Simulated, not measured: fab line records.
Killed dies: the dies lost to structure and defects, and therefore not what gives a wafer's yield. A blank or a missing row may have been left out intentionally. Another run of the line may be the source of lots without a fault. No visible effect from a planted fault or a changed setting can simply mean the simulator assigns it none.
Which tool did it? ; flow gf180mcu ; 13 lots with 39 wafers sampled at 5 steps, on a route of 602 steps

## WHAT THE GAUGES READ, wafer by wafer
GF_DNWELL_TW_MEAS_09. Usual: DNWELL_TW 1348, standard deviation 11.
lot;measured;on;DNWELL_TW;flag
L755;day 3 01:48;filmMetro-03;1343 1340 1340;
L758;day 3 12:38;filmMetro-03;1335 1346 1344;
L759;day 3 18:14;filmMetro-01;1356 1356 1356;
L760;day 4 09:23;filmMetro-03;1346 1353 1355;
L761;day 4 09:40;filmMetro-01;1349 1357 1354;
L768;day 5 14:34;filmMetro-04;1331 1331 1334;
L769;day 5 20:26;filmMetro-04;1332 1327 1338;
L770;day 6 07:17;filmMetro-01;1374 1372 1374;
L771;day 6 09:13;filmMetro-01;1375 1374 1368;
L774;day 7 01:08;filmMetro-01;1355 1350 1358;
L775;day 7 11:53;filmMetro-01;1358 1352 1359;
L777;day 7 19:22;filmMetro-01;1356 1356 1356;
L776;day 7 19:43;filmMetro-04;1338 1329 1341;

GF_NWELL_OVL_MEAS_07. Usual: NWELL_OVL 0.9 nm, standard deviation 1.1.
lot;measured;on;NWELL_OVL (nm);flag
L755;day 3 13:45;overlay-02;1.7 1.9 1.5;
L758;day 4 00:41;overlay-02;-0.5 1.6 1.6;
L759;day 4 07:46;overlay-02;-0.8 1.0 1.3;
L760;day 4 23:08;overlay-01;0.6 3.3 1.8;
L761;day 4 23:29;overlay-02;0.3 0.1 1.0;
L768;day 6 03:29;overlay-01;1.0 0.9 2.0;
L769;day 6 10:15;overlay-01;2.6 2.3 1.6;
L770;day 6 22:16;overlay-02;1.0 -1.3 -0.4;
L771;day 6 23:26;overlay-01;1.7 1.6 0.5;
L774;day 7 15:05;overlay-02;1.8 1.4 2.3;
L775;day 8 03:08;overlay-01;0.9 -0.4 2.4;
L777;day 8 10:50;overlay-01;-0.5 1.1 0.3;
L776;day 8 12:02;overlay-02;-0.4 0.8 2.1;

GF_HV_LDD_RS_MEAS_53: measurement is done with a four-point probe. Usual: HV_LDD_RS 418.1 ohm/sq, standard deviation 0.95.
lot;measured;on;HV_LDD_RS (ohm/sq);flag
L755;day 12 17:06;filmMetro-03;418.3 418.4 419.0;
L758;day 13 08:25;filmMetro-03;416.0 416.2 416.8;
L759;day 13 12:37;filmMetro-02;421.9 420.4 421.4;OFF
L760;day 14 14:51;filmMetro-03;418.5 417.9 417.5;
L761;day 14 14:45;filmMetro-01;421.6 422.6 422.8;OFF
L768;day 16 08:13;filmMetro-03;418.0 416.8 417.3;
L769;day 17 04:50;filmMetro-01;418.1 419.0 418.5;
L770;day 17 19:58;filmMetro-03;418.6 417.0 418.5;
L771;day 17 19:43;filmMetro-02;418.5 419.1 418.7;
L774;day 18 15:11;filmMetro-03;417.5 418.1 418.2;
L775;day 19 16:47;filmMetro-03;418.7 418.2 417.9;
L777;day 19 20:55;filmMetro-03;417.7 416.7 417.3;
L776;day 19 21:47;filmMetro-01;418.4 419.0 419.7;

## EACH LOT AND THE TOOL THAT RAN IT (in order: tool; ch and the chambers of the sampled wafers; start)
lot;GF_DUAL_GATE_STRIP_13;GF_HV_LDD_IMPLANT_36
L755;plasmaAsher-03 ch 0,1, day 8 16:17;implanter-01 ch 0, day 11 21:17
L758;plasmaAsher-02 ch 0,1, day 9 03:07;implanter-01 ch 0, day 12 12:35
L759;plasmaAsher-03 ch 0,1, day 9 09:51;implanter-01 ch 0, day 12 17:02
L760;plasmaAsher-02 ch 0,1, day 10 09:11;implanter-04 ch 0, day 13 19:04
L761;plasmaAsher-02 ch 0,1, day 10 09:54;implanter-01 ch 0, day 13 19:02
L768;plasmaAsher-02 ch 0,1, day 11 21:39;implanter-03 ch 0, day 15 10:32
L769;plasmaAsher-02 ch 0,1, day 12 06:10;implanter-04 ch 0, day 16 05:44
L770;plasmaAsher-03 ch 0,1, day 12 20:51;implanter-04 ch 0, day 16 20:53
L771;plasmaAsher-01 ch 0,1, day 12 22:07;implanter-03 ch 0, day 16 20:50
L774;plasmaAsher-01 ch 0,1, day 13 19:15;implanter-01 ch 0, day 17 14:52
L775;plasmaAsher-02 ch 0,1, day 14 09:35;implanter-01 ch 0, day 18 15:42
L777;plasmaAsher-01 ch 0,1, day 14 20:21;implanter-04 ch 0, day 18 19:59
L776;plasmaAsher-03 ch 0,1, day 14 21:00;implanter-01 ch 0, day 18 20:20
- GF_DUAL_GATE_STRIP_13: strips in O2/N2.
- GF_HV_LDD_IMPLANT_36

## AS READ BY THE TOOLS THEMSELVES (means over the sampled wafers that have a number; for cases with no such wafer, the mark the record gives instead)
GF_DUAL_GATE_STRIP_13. Usual: drypumpMotorCurrentA 5.8 A, standard deviation 0.3; heaterPowerW 343 W, standard deviation 15; oesProductAu 0.716 a.u., standard deviation 0.0046; stripTimeToEndpointS 12.63 s, standard deviation 0.035.
lot;tool;drypumpMotorCurrentA (A);heaterPowerW (W);oesProductAu (a.u.);stripTimeToEndpointS (s);flag
L755;plasmaAsher-03;5.5;347;0.716;12.63;
L758;plasmaAsher-02;6.0;335;0.720;12.62;
L759;plasmaAsher-03;5.8;354;0.718;12.59;
L760;plasmaAsher-02;5.8;334;0.719;12.58;
L761;plasmaAsher-02;6.0;335;0.718;12.58;
L768;plasmaAsher-02;5.9;328;0.717;12.64;
L769;plasmaAsher-02;5.9;325;0.717;12.63;
L770;plasmaAsher-03;5.6;356;0.714;12.70;
L771;plasmaAsher-01;5.8;344;0.719;12.66;
L774;plasmaAsher-01;5.9;339;0.716;12.66;
L775;plasmaAsher-02;6.0;335;0.717;12.65;
L777;plasmaAsher-01;5.9;343;0.712;12.62;
L776;plasmaAsher-03;5.8;358;0.709;12.62;

GF_HV_LDD_IMPLANT_36. Usual: doseIonsCm2 7.5e+12, standard deviation 8.9e+09; faradayCurrentUA 42.3, standard deviation 0.85.
lot;tool;doseIonsCm2;faradayCurrentUA;flag
L755;implanter-01;7.5e+12;41.8;
L758;implanter-01;7.5e+12;42.8;
L759;implanter-01;6.3e+12;35.9;OFF
L760;implanter-04;7.5e+12;42.3;
L761;implanter-01;6.3e+12;35.3;OFF
L768;implanter-03;7.5e+12;42.4;
L769;implanter-04;7.5e+12;42.1;
L770;implanter-04;7.5e+12;42.2;
L771;implanter-03;7.5e+12;41.9;
L774;implanter-01;7.5e+12;42.0;
L775;implanter-01;7.5e+12;42.5;
L777;implanter-04;7.5e+12;42.0;
L776;implanter-01;7.5e+12;42.6;

## THE ANSWER, worked out from the rows above alone
Rule: a lot counts as off when the mean over its wafers that have a number is more than 3 standard deviations away from the usual mean. A lot without any number at a reading at which 4 lots or more have one is off too. Any other lot the step has rows for is counted as sound. After the gauges, taken in route order, come the tools' own readings; for these a lot's mean is taken, as printed above. At the first step where some lot is off, the reading lying furthest off is the one used; lots without a number count as furthest.
Off: L759, L761, at GF_HV_LDD_RS_MEAS_53 (HV_LDD_RS).
If a tool, at a process step before that reading, ran all the lots that are off and no sound lot after the first of them, it fits. The gauges at GF_HV_LDD_RS_MEAS_53 aren't tried: what is off there is off at GF_HV_LDD_IMPLANT_36 too, on other tools, and a gauge's error can't cause that. No candidate that was tried fits.

## WHAT WAS PUT IN BY THE SIMULATOR
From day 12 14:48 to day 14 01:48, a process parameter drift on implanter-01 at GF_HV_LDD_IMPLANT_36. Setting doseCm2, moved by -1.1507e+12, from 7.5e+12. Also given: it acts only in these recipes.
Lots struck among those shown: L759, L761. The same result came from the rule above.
